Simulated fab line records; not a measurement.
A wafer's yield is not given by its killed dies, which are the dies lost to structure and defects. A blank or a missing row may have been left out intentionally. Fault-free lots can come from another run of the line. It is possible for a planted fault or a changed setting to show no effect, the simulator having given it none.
Matching of chambers -- flow sky130 -- SKY_VIA4_CMP_02 on cmp-02: 4 sister chambers
The step polishes SiO2. 8 wafers are shown with their chamber, then 9 later ones without.

== WAFERS WITH THEIR CHAMBER ==
wafer,chamber,motor current A (A),platen rpm (rpm)
L798.5,1,12.5,60.04
L799.3,1,12.2,60.00
L799.6,2,14.9,59.97
L800.4,3,11.4,60.03
L800.5,0,13.2,60.02
L809.1,3,11.7,60.01
L809.2,2,14.2,59.96
L809.3,0,13.3,59.99

== WAFERS WHOSE CHAMBER IS MISSING ==
wafer,motor current A (A),platen rpm (rpm)
L811.2,12.9,60.07
L811.3,12.1,60.02
L811.4,14.2,60.06
L812.1,13.1,59.98
L812.5,12.5,59.92
L812.6,13.9,60.05
L815.3,12.9,59.99
L815.4,14.7,60.00
L815.5,14.0,60.04

== WHICH CHAMBER EACH ONE RAN IN ==
wafer,from the rows above,in truth
L811.2,can't be placed: 1 or 0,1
L811.3,can't be placed: 1 or 3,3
L811.4,can't be placed: 0 or 2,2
L812.1,can't be placed: 0 or 1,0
L812.5,can't be placed: 0 or 1 or 3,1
L812.6,can't be placed: 0 or 2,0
L815.3,can't be placed: 0 or 1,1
L815.4,2,2
L815.5,can't be placed: 0 or 2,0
Placed correctly: 1 of 9. Unplaceable from these rows: 8, with the true chamber sitting among the candidates in 8. Wrongly placed: 0.
How it was worked out, from the rows above alone: a wafer's distance from a chamber is the root of the sum, over the readings, of the square of ((its reading less the chamber's mean) divided by the reading's scatter). If the next closest chamber is less than 2 further off than the closest, the wafer can't be placed; otherwise it belongs to the closest. For every chamber, the mean is computed from those of its wafers that are shown. The scatter: the root of (the sum of the squares of (reading less its chamber's mean) over the shown wafers, divided by (wafers less chambers)).
